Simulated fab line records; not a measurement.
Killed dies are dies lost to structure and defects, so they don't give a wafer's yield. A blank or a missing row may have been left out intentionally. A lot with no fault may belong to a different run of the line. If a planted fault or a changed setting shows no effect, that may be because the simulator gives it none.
What tool caused it? | flow sky130 | Sampling: 13 lots, 37 wafers, 5 of 708 route steps

## WHAT THE GAUGES SHOWED, per wafer
SKY_GATE_OXIDE_TW_MEAS_14.
lot  | measured     | on           | GATE_OXIDE_TW
L744 | day 13 23:01 | filmMetro-02 | 222.0 222.9 222.6
L745 | day 14 04:16 | filmMetro-03 | 224.3 223.1 224.7
L746 | day 14 12:10 | filmMetro-03 | 224.2 224.7 223.4
L747 | day 15 04:40 | filmMetro-01 | 222.6 223.4 222.0
L748 | day 15 05:55 | filmMetro-01 | 222.1 223.1 223.0
L749 | day 15 15:57 | filmMetro-01 | 221.3 221.3 219.9
L751 | day 16 08:19 | filmMetro-02 | 223.0 222.4 222.9
L757 | day 18 06:11 | filmMetro-02 | 222.5 222.1
L758 | day 18 20:34 | filmMetro-03 | 223.8 222.7
L763 | day 20 18:31 | filmMetro-03 | 223.5 221.9 223.1
L764 | day 21 04:43 | filmMetro-01 | 223.1 222.8 223.4
L765 | day 21 11:50 | filmMetro-02 | 221.2 221.1 220.8
L766 | day 21 17:31 | filmMetro-01 | 222.5 222.4 222.6

SKY_POLY_GATE_THK_MEAS_01.
lot  | measured     | on           | POLY_GATE_CVD_00_THK (nm)
L744 | day 14 02:22 | filmMetro-02 | 178.6 180.5 179.7
L745 | day 14 07:11 | filmMetro-04 | 180.0 180.8 180.0
L746 | day 14 16:28 | filmMetro-01 | 180.9 181.7 180.3
L747 | day 15 09:25 | filmMetro-04 | 181.0 181.7 181.2
L748 | day 15 09:25 | filmMetro-02 | 180.1 181.1 178.9
L749 | day 15 19:20 | filmMetro-02 | 179.6 178.9 177.9
L751 | day 16 11:52 | filmMetro-01 | 180.8 180.6 180.4
L757 | day 18 10:20 | filmMetro-02 | 179.6 180.4
L758 | day 18 23:25 | filmMetro-04 | 179.7 179.4
L763 | day 20 22:26 | filmMetro-02 | 180.5 179.8 180.7
L764 | day 21 07:56 | filmMetro-01 | 180.4 180.3 180.3
L765 | day 21 14:41 | filmMetro-04 | 179.7 180.2 181.6
L766 | day 21 20:21 | filmMetro-04 | 179.5 177.8 179.2

SKY_POLY_CUT_CD_MEAS_08: the cd target is 270 nm.
lot  | measured     | on       | cdNm (nm)
L744 | day 24 06:52 | cdSem-02 | 269.1 267.5 267.8
L745 | day 24 13:05 | cdSem-02 | 268.3 269.3 268.4
L746 | day 24 20:34 | cdSem-01 | 268.6 267.8 268.0
L747 | day 25 21:25 | cdSem-02 | 268.7 266.5 269.3
L748 | day 26 00:20 | cdSem-02 | 270.5 271.5 271.9
L749 | day 26 02:43 | cdSem-01 | 269.9 269.8 269.4
L751 | day 26 18:37 | cdSem-01 | 270.4 269.3 269.3
L757 | day 28 21:39 | cdSem-02 | 251.4 251.2
L758 | day 29 03:34 | cdSem-01 | 270.1 252.7
L763 | day 31 00:49 | cdSem-01 | 268.7 268.8 267.3
L764 | day 31 07:46 | cdSem-01 | 271.0 270.4 270.6
L765 | day 31 13:18 | cdSem-01 | 271.0 270.6 269.8
L766 | day 31 23:25 | cdSem-02 | 268.0 268.5 268.8

## WHICH TOOL RAN EACH LOT (tool, then ch and the chambers of the sampled wafers, then the start)
lot  | SKY_VT_ADJUST_NCORE_STRIP_10        | SKY_POLY_CUT_EXPOSE_05
L744 | plasmaAsher-03 ch 1, day 8 13:44    | krfScanner-02 ch 0, day 23 16:11
L745 | plasmaAsher-01 ch 1, day 8 20:53    | krfScanner-01 ch 0, day 23 22:39
L746 | plasmaAsher-03 ch 0,1, day 9 06:17  | krfScanner-02 ch 0, day 24 06:08
L747 | plasmaAsher-01 ch 0,1, day 9 16:16  | krfScanner-02 ch 0, day 25 07:27
L748 | plasmaAsher-01 ch 0,1, day 9 17:56  | krfScanner-01 ch 0, day 25 10:01
L749 | plasmaAsher-03 ch 0,1, day 10 02:56 | krfScanner-02 ch 0, day 25 12:17
L751 | plasmaAsher-01 ch 0,1, day 10 17:35 | krfScanner-02 ch 0, day 26 04:16
L757 | plasmaAsher-03 ch 0,1, day 12 07:36 | krfScanner-02 ch 0, day 28 07:30
L758 | plasmaAsher-03 ch 0,1, day 12 17:14 | krfScanner-02 ch 0, day 28 13:10
L763 | plasmaAsher-01 ch 0,1, day 14 06:44 | krfScanner-01 ch 0, day 30 10:41
L764 | plasmaAsher-02 ch 0,1, day 14 14:29 | krfScanner-01 ch 0, day 30 19:22
L765 | plasmaAsher-02 ch 0,1, day 15 01:58 | krfScanner-01 ch 0, day 31 00:09
L766 | plasmaAsher-02 ch 0,1, day 15 04:53 | krfScanner-01 ch 0, day 31 08:53
- SKY_VT_ADJUST_NCORE_STRIP_10: strips in O2/N2.
- SKY_POLY_CUT_EXPOSE_05: exposes mask NPCM, target cd 270 nm.

## WHAT THE TOOLS THEMSELVES READ (means of the sampled wafers that have a number; where no wafer has one, the mark that the record gives instead)
SKY_VT_ADJUST_NCORE_STRIP_10.
lot  | tool           | drypumpMotorCurrentA (A) | oesProductAu (a.u.) | stripTimeToEndpointS (s)
L744 | plasmaAsher-03 | 5.1                      | 0.711               | 14.22
L745 | plasmaAsher-01 | 5.8                      | 0.715               | 14.19
L746 | plasmaAsher-03 | 5.0                      | 0.719               | 14.15
L747 | plasmaAsher-01 | 5.7                      | 0.717               | 14.18
L748 | plasmaAsher-01 | 5.7                      | 0.714               | 14.17
L749 | plasmaAsher-03 | 5.1                      | 0.719               | 14.22
L751 | plasmaAsher-01 | 5.7                      | 0.715               | 14.18
L757 | plasmaAsher-03 | 5.1                      | 0.714               | 14.14
L758 | plasmaAsher-03 | 5.1                      | 0.714               | 14.22
L763 | plasmaAsher-01 | 5.7                      | 0.717               | 14.20
L764 | plasmaAsher-02 | 5.6                      | 0.710               | 14.23
L765 | plasmaAsher-02 | 5.6                      | 0.719               | 14.18
L766 | plasmaAsher-02 | 5.9                      | 0.719               | 14.17

## THE ANSWER, worked out from the rows above alone
Rule: the lots themselves supply what counts as usual. Put in order of their means at a reading, lots are off if they are a third of the lots or fewer, leave a main group of 4 or more, and stand apart from it by a gap of 3 or more times the standard deviation of the main group's means; of several such gaps the widest counts. The tables above print the reading to a certain number of digits; a main group whose means all agree to those digits is not used. Also off: a lot with no number at a reading for which 4 or more lots have one. All remaining lots with rows at the step are treated as sound. First the gauges in route order, then the tools' own readings, where a lot's mean is used as printed above. At the first step where some lot is off, the reading lying furthest off is the one used; lots without a number count as furthest.
Off: L757, L758, at SKY_POLY_CUT_CD_MEAS_08 (cdNm). The main group has a mean of 269.2 nm with a standard deviation of 1.1.
A tool fits if, at a process step before that reading, it ran every lot that is off, and no sound lot after the first of them. Gauges at SKY_POLY_CUT_CD_MEAS_08: tried the same way as those tools. Undecided on this evidence; 2 tools fit (plasmaAsher-03 at SKY_VT_ADJUST_NCORE_STRIP_10, krfScanner-02 at SKY_POLY_CUT_EXPOSE_05).

## WHAT THE SIMULATOR HAD PUT IN
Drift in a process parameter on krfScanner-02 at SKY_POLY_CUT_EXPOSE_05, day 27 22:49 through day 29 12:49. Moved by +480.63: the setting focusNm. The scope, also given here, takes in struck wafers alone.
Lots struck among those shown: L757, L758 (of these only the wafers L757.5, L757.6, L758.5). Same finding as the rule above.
